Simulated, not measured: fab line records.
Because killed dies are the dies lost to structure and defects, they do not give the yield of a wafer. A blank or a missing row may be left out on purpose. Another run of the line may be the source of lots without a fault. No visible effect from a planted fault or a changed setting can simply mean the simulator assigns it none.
fab line records	flow sky130
record lots=12	wafers=36	last_day=50
route steps=708 shown LI_CONTACT@370 METAL1@437
lots with no fault: from the same line, run without faults
start_h: start of the lot's first displayed wafer, in hours after the record's first day	wait_h: hours since the lot's step before	" as in the row above	L1.1+2: a single row standing in for several wafers	- either no value or no given start	* or withheld: withheld	< > ~ a bound
route shown NAME@n: a module of which the file shows steps, and the number in the route of the first	usual: the fault-free wafers' mean and standard deviation	same: alike in all rows	chamber/n: place in a boat	sites: each site's reading	_std_site: how widely they spread, as a standard deviation	_edge_site: outer sites' mean less inner sites'	radius_mm: for every site, how far away it sits from the centre of the wafer	mask NAME#n: copy n	behind: the most recent tool/chamber to have shaped the wafer	hold: why the lot was held/for how many hours/how that ended	device: the transistor (n, p or np) that didn't switch	end of line: the route-end tests of the same wafers	for a step that has no rows: nothing shown but its recipe	killed: not the wafer's yield, but the dies lost to structure and defects at the first sort	map: the dies of a wafer, with x for killed, . for not killed, _ for no die there
set.NAME: the run value of the setting; set.NAME@STEP: its run value at that earlier step	model.NAME: the simulator's own value behind a step, which no gauge read
a sample of lots followed through the steps of the route, with each step as a table and each wafer as a row
services: from which hour (start_h, from the record's first day; less than 0 if before it) a tool's chamber was out of use, for how many hours, and why
## steps
# step SKY_LI_CONTACT_SOFTBAKE_08
# recipe temp_c=100	time_s=90	resist=KrF-thick
# usual heater_power_total_W=57.36/0.11	resist_line_temp_C=23.01/0.1	run_length_s=119.32/0.14
lot.wafer	tool	chamber	start_h	wait_h	heater_power_total_W	resist_line_temp_C	run_length_s
L699.1	litho_track-01	0	667	-	57.36	23.01	119.30
L699.3	"	0	"	"	57.43	23.28	119.40
L699.6	"	0	"	"	57.29	23.03	119.25
L704.2	litho_track-01	0	713	-	58.06	23.02	116.17
L704.3	"	0	"	"	58.03	23.09	116.24
L704.5	"	0	"	"	58.02	23.06	116.16
L705.1	litho_track-02	0	717	-	57.49	22.99	119.11
L705.2	"	0	"	"	57.37	22.98	119.03
L705.5	"	0	718	-	57.32	22.97	119.13
L706.1	litho_track-01	0	724	-	57.87	23.04	116.23
L706.2	"	0	"	"	57.86	23.11	116.10
L706.3	"	0	"	"	58.07	23.02	116.12
L713.3	litho_track-04	0	787	-	57.45	23.02	119.25
L713.4	"	0	"	"	57.52	22.82	119.50
L713.5	"	0	"	"	57.23	22.97	119.27
L714.1	litho_track-04	0	799	-	57.44	23.07	119.32
L714.3	"	0	"	"	57.36	23.14	119.28
L714.5	"	0	"	"	57.16	22.86	119.29
L716.2	litho_track-04	0	821	-	57.22	23.02	119.40
L716.3	"	0	"	"	57.27	23.07	119.33
L716.5	"	0	"	"	57.29	22.99	119.64
L717.1	litho_track-04	0	821	-	57.31	22.89	119.22
L717.3	"	0	822	-	57.32	23.15	119.68
L717.5	"	0	"	"	57.26	22.93	119.25
L718.3	litho_track-04	0	823	-	57.43	23.06	119.56
L718.4	"	0	"	"	57.53	23.05	119.31
L718.6	"	0	"	"	57.23	23.05	119.36
L719.2	litho_track-01	0	832	-	57.50	23.13	119.18
L719.3	"	0	"	"	57.17	22.90	119.20
L719.5	"	0	"	"	57.25	22.95	119.54
L720.2	litho_track-01	0	833	-	57.34	23.12	119.41
L720.3	"	0	"	"	57.44	23.10	119.24
L720.5	"	0	"	"	57.51	22.87	119.29
L721.2	litho_track-01	0	844	-	57.40	22.99	119.25
L721.3	"	0	"	"	57.46	22.92	119.37
L721.4	"	0	"	"	57.58	22.99	119.19
# step SKY_METAL1_SPUTTER_03
# recipe material=Ti	target_thk_nm=5	power_w=3000	time_s=3.3	chamber_pressure_pa=0.4
# usual chamber_pressure_pa=0.3999/0.00076	throttle_valve_pct=29.7/0.93
lot.wafer	tool	chamber	start_h	wait_h	chamber_pressure_pa	throttle_valve_pct
L699.1	pvd_sputter-01	-	742.00	0.0	0.4008	28.9
L699.3	"	-	"	"	0.3996	29.7
L699.6	"	-	"	"	0.3983	29.5
L704.2	pvd_sputter-02	-	786.93	0.0	0.3991	30.0
L704.3	"	-	"	"	0.3989	28.2
L704.5	"	-	"	"	0.3992	28.0
L705.1	pvd_sputter-01	-	791.59	0.0	0.4013	29.6
L705.2	"	-	"	"	0.4007	29.6
L705.5	"	-	"	"	0.4006	29.5
L706.1	pvd_sputter-01	-	796.77	0.0	0.3991	28.7
L706.2	"	-	"	"	0.4006	29.4
L706.3	"	-	"	"	0.4015	31.0
L713.3	pvd_sputter-02	-	859.99	0.0	0.4001	30.4
L713.4	"	-	"	"	0.3994	28.1
L713.5	"	-	"	"	0.4007	29.0
L714.1	pvd_sputter-02	-	872.91	0.0	0.4004	29.0
L714.3	"	-	"	"	0.3997	29.4
L714.5	"	-	"	"	0.3995	29.2
L716.2	pvd_sputter-01	-	892.33	0.0	0.3993	29.5
L716.3	"	-	"	"	0.4000	29.1
L716.5	"	-	"	"	0.4003	29.9
L717.1	pvd_sputter-02	-	892.55	0.0	0.3997	28.2
L717.3	"	-	"	"	0.3995	29.3
L717.5	"	-	"	"	0.3992	29.3
L718.3	pvd_sputter-03	-	893.46	0.0	0.3988	31.4
L718.4	"	-	"	"	0.4018	30.5
L718.6	"	-	"	"	0.4003	31.6
L719.2	pvd_sputter-03	-	902.18	0.0	0.4001	30.5
L719.3	"	-	"	"	0.3999	30.3
L719.5	"	-	"	"	0.3993	30.3
L720.2	pvd_sputter-03	-	903.70	0.0	0.3994	31.4
L720.3	"	-	"	"	0.4002	29.2
L720.5	"	-	"	"	0.4002	30.6
L721.2	pvd_sputter-03	-	913.31	0.0	0.3987	31.6
L721.3	"	-	"	"	0.3999	30.5
L721.4	"	-	"	"	0.3998	30.5
# step SKY_METAL1_ETCH_18
# recipe chemistry=N2/H2	target=BARC	ion_energy_ev=200	bias_w=100	pressure_mtorr=30	n2_flow_sccm=100	h2_flow_sccm=200	icp_w=500	stop_on=SiO2	time_s=45.9	target_depth_a=600
# usual drypump_motor_current_A=5.8/0.44	oes_product_au=0.856/0.0049	throttle_valve_pct=13.224/0.0095
lot.wafer	tool	chamber	start_h	wait_h	drypump_motor_current_A	oes_product_au	rf_hours_counter_h	throttle_valve_pct
L699.1	rie_metal-01	1	770.00	0.0	5.3	0.860	5	13.228
L699.3	"	1	"	"	5.3	0.848	-	13.198
L699.6	"	1	"	"	5.3	0.854	-	13.235
L704.2	rie_metal-01	0	814.96	0.0	6.4	0.846	5	13.244
L704.3	"	1	"	"	5.3	0.852	-	13.243
L704.5	"	0	"	"	6.4	0.854	-	13.206
L705.1	rie_metal-02	0	819.01	0.0	5.6	0.854	15	13.215
L705.2	"	1	"	"	5.7	0.860	3	13.219
L705.5	"	0	"	"	5.6	0.852	-	13.233
L706.1	rie_metal-03	0	824.60	0.0	5.4	0.850	15	13.221
L706.2	"	1	"	"	6.0	0.854	12	13.248
L706.3	"	1	"	"	6.0	0.854	-	13.233
L713.3	rie_metal-03	0	886.04	0.0	5.3	0.857	-	13.235
L713.4	"	1	"	"	6.0	0.848	-	13.228
L713.5	"	1	"	"	6.0	0.846	-	13.219
L714.1	rie_metal-02	0	899.32	0.0	5.6	0.857	2	13.217
L714.3	"	0	"	"	5.6	0.858	-	13.236
L714.5	"	1	"	"	5.8	0.842	-	13.222
L716.2	rie_metal-01	1	917.72	0.0	5.3	0.859	10	13.223
L716.3	"	1	"	"	5.3	0.858	-	13.221
L716.5	"	0	"	"	6.4	0.856	-	13.222
L717.1	rie_metal-03	1	918.06	0.0	6.1	0.857	16	13.235
L717.3	"	0	"	"	5.4	0.856	-	13.229
L717.5	"	1	"	"	6.1	0.853	-	13.227
L718.3	rie_metal-01	0	918.69	0.0	6.4	0.847	-	13.227
L718.4	"	1	"	"	5.3	0.850	-	13.244
L718.6	"	1	"	"	5.3	0.849	-	13.233
L719.2	rie_metal-02	1	927.66	0.0	5.7	0.860	8	13.223
L719.3	"	0	"	"	5.6	0.856	-	13.225
L719.5	"	1	"	"	5.7	0.856	-	13.220
L720.2	rie_metal-01	1	928.61	0.0	5.3	0.857	11	13.215
L720.3	"	0	"	"	6.4	0.862	-	13.234
L720.5	"	1	"	"	5.3	0.859	-	13.229
L721.2	rie_metal-01	1	937.81	0.0	5.3	0.856	12	13.226
L721.3	"	1	"	"	5.3	0.866	-	13.206
L721.4	"	0	"	"	6.4	0.851	-	13.215
# step SKY_METAL1_STRIP_20
# recipe chemistry=O2/N2	power_w=1400	pressure_mtorr=1500	platen_temp_c=withheld	o2_flow_sccm=3000	n2_flow_sccm=300	overash_fraction=0.5
# usual drypump_motor_current_A=5.9/0.49	oes_product_au=0.342/0.0046	strip_time_to_endpoint_s=2.69/0.043
lot.wafer	tool	chamber	start_h	wait_h	drypump_motor_current_A	oes_product_au	rf_hours_counter_h	strip_time_to_endpoint_s
L699.1	plasma_asher-02	1	770.16	0.1	6.3	0.342	35	2.69
L699.3	"	1	"	"	6.3	0.343	-	2.69
L699.6	"	1	"	"	6.3	0.344	-	2.69
L704.2	plasma_asher-02	1	815.11	0.1	6.3	0.340	40	2.76
L704.3	"	1	"	"	6.3	0.340	-	2.67
L704.5	"	0	"	"	6.4	0.342	-	2.74
L705.1	plasma_asher-01	1	819.16	0.1	5.4	0.336	8	2.61
L705.2	"	0	"	"	6.1	0.343	8	2.65
L705.5	"	1	"	"	5.4	0.338	-	2.64
L706.1	plasma_asher-01	0	824.76	0.1	6.1	0.351	9	2.71
L706.2	"	1	"	"	5.4	0.345	9	2.76
L706.3	"	0	"	"	6.1	0.343	-	2.76
L713.3	plasma_asher-02	1	886.21	0.1	6.3	0.343	-	2.74
L713.4	"	0	"	"	6.4	0.343	-	2.71
L713.5	"	0	"	"	6.4	0.347	-	2.72
L714.1	plasma_asher-02	1	899.48	0.1	6.3	0.334	51	2.60
L714.3	"	0	"	"	6.4	0.336	-	2.59
L714.5	"	0	"	"	6.4	0.332	-	2.63
L716.2	plasma_asher-04	1	917.88	0.1	5.1	0.348	64	2.67
L716.3	"	0	"	"	5.1	0.349	-	2.68
L716.5	"	1	"	"	5.1	0.351	-	2.74
L717.1	plasma_asher-02	0	918.21	0.1	6.4	0.335	54	2.70
L717.3	"	1	"	"	6.3	0.345	-	2.73
L717.5	"	1	"	"	6.3	0.344	-	2.72
L718.3	plasma_asher-04	1	918.86	0.1	5.1	0.341	-	2.70
L718.4	"	0	"	"	5.1	0.341	-	2.65
L718.6	"	0	"	"	5.1	0.338	-	2.64
L719.2	plasma_asher-02	0	927.81	0.1	6.4	0.339	55	2.69
L719.3	"	1	"	"	6.3	0.348	-	2.68
L719.5	"	1	"	"	6.3	0.345	-	2.65
L720.2	plasma_asher-01	0	928.76	0.1	6.1	0.349	23	2.64
L720.3	"	0	"	"	6.1	0.338	-	2.74
L720.5	"	1	"	"	5.4	0.338	-	2.61
L721.2	plasma_asher-04	0	937.96	0.1	5.2	0.341	66	2.70
L721.3	"	0	"	"	5.2	0.335	-	2.67
L721.4	"	1	"	"	5.1	0.346	-	2.73
## services
tool	chamber	start_h	hours	kind
pvd_sputter-03	-	648.75	4.3	repair
rie_metal-01	0	650.41	-	clean
rie_metal-01	0	650.41	22.2	scheduled_down
plasma_asher-02	-	657.32	3.9	repair
pvd_sputter-02	-	662.18	3.1	repair
pvd_sputter-01	-	670.51	5.3	repair
rie_metal-02	0	688.98	5.7	repair
pvd_sputter-02	-	720.07	14.5	repair
plasma_asher-01	-	733.75	9.0	pm
plasma_asher-02	-	738.53	1.2	repair
pvd_sputter-02	-	745.22	3.9	repair
pvd_sputter-03	-	745.88	1.9	repair
pvd_sputter-02	-	767.52	5.3	repair
pvd_sputter-01	-	781.14	1.9	repair
plasma_asher-04	-	798.49	77.9	repair
rie_metal-03	-	828.85	0.7	repair
rie_metal-01	0	829.84	4.3	repair
plasma_asher-04	-	845.96	0.9	repair
rie_metal-01	-	863.92	2.8	pm
plasma_asher-02	-	871.61	2.5	repair
plasma_asher-04	-	876.39	15.6	pm
rie_metal-03	-	880.64	0.6	repair
plasma_asher-04	-	882.91	26.0	repair
pvd_sputter-03	-	931.22	1.7	repair
## key
first_sign step=SKY_LI_CONTACT_SOFTBAKE_08	reading=run_length_s	direction=down	sigmas=23	usual=*	struck=*
effect step=SKY_LI_CONTACT_SOFTBAKE_08	reading=heater_power_total_W	direction=up	sigmas=5.8	usual=*	struck=*
met_at SKY_LI_CONTACT_SOFTBAKE_08
struck_lots L704,L706
tester_left_out L704,L706
not_acting_at SKY_METAL1_SPUTTER_03,SKY_METAL1_ETCH_18,SKY_METAL1_STRIP_20
onset_between 667 713
fault kind=process_parameter_drift	tool=litho_track-01	chamber=-	onset_h=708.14	steps=SKY_LI_CONTACT_SOFTBAKE_08	channel=time_s	offset=*	shape=step	end_h=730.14	acts_in=*	stated=*
# tester_left_out: of these lots the tester's yield and bins aren't shown, on N5 and GAA mostly nor the transistor test; their killed dies are dies lost to structure and defects alone, not to doping, threshold or leakage, so they don't give the yield
